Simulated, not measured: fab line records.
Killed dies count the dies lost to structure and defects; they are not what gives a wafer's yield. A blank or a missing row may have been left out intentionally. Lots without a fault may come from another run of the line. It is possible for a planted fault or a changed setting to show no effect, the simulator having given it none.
Which tool is to blame? | flow sky130 | 11 lots (33 wafers sampled), 1 step of a 708-step route

WHAT THE GAUGES READ, wafer by wafer
SKY_FIELD_ISO_CD_MEAS_13 targets a cd of 150 nm.
lot  | measured    | on       | cdNm (nm)
L676 | day 2 07:04 | cdSem-01 | 152.5 153.5 153.6
L677 | day 2 12:28 | cdSem-02 | 150.3 150.3 150.3
L679 | day 2 20:54 | cdSem-02 | 148.2 147.0 146.4
L681 | day 3 07:22 | cdSem-02 | 149.8 147.4 149.4
L682 | day 3 12:56 | cdSem-01 | 152.0 152.5 151.2
L683 | day 3 17:50 | cdSem-02 | 147.8 145.6 146.2
L685 | day 4 03:50 | cdSem-01 | 152.2 150.6 151.5
L686 | day 4 09:51 | cdSem-02 | 152.6 152.3 153.5
L688 | day 4 19:00 | cdSem-01 | 148.6 147.1 149.2
L697 | day 6 17:40 | cdSem-01 | 149.2 148.1 148.4
L698 | day 6 23:25 | cdSem-01 | 147.6 147.8 146.5

EACH LOT AND THE TOOL THAT RAN IT (in order: tool; ch and the chambers of the sampled wafers; start)
The record holds no process step before these readings.

WHAT THE TOOLS THEMSELVES READ (means of the sampled wafers that have a number; where no wafer has one, the mark that the record gives instead)
The record holds no such reading with a usual standard deviation.

THE ANSWER, worked out from the rows above alone
Rule: the lots themselves supply what counts as usual. The widest of any qualifying gaps counts: lots, ordered by their means at a reading, are off when they make up no more than a third of the lots, leave a main group of 4 or more, and stand apart from it by 3 or more times the standard deviation of that group's means. A main group is skipped when, at the precision printed for the reading in the tables above, its means are all equal. A lot without any number at a reading at which 4 lots or more have one is off too. Any other lot the step has rows for is counted as sound. First the gauges in route order, then the tools' own readings, where a lot's mean is used as printed above. At the first step where some lot is off, the reading lying furthest off is the one used; lots without a number count as furthest.
Nothing can be told from this: no lot is off at any reading shown.

WHAT WAS PUT IN BY THE SIMULATOR
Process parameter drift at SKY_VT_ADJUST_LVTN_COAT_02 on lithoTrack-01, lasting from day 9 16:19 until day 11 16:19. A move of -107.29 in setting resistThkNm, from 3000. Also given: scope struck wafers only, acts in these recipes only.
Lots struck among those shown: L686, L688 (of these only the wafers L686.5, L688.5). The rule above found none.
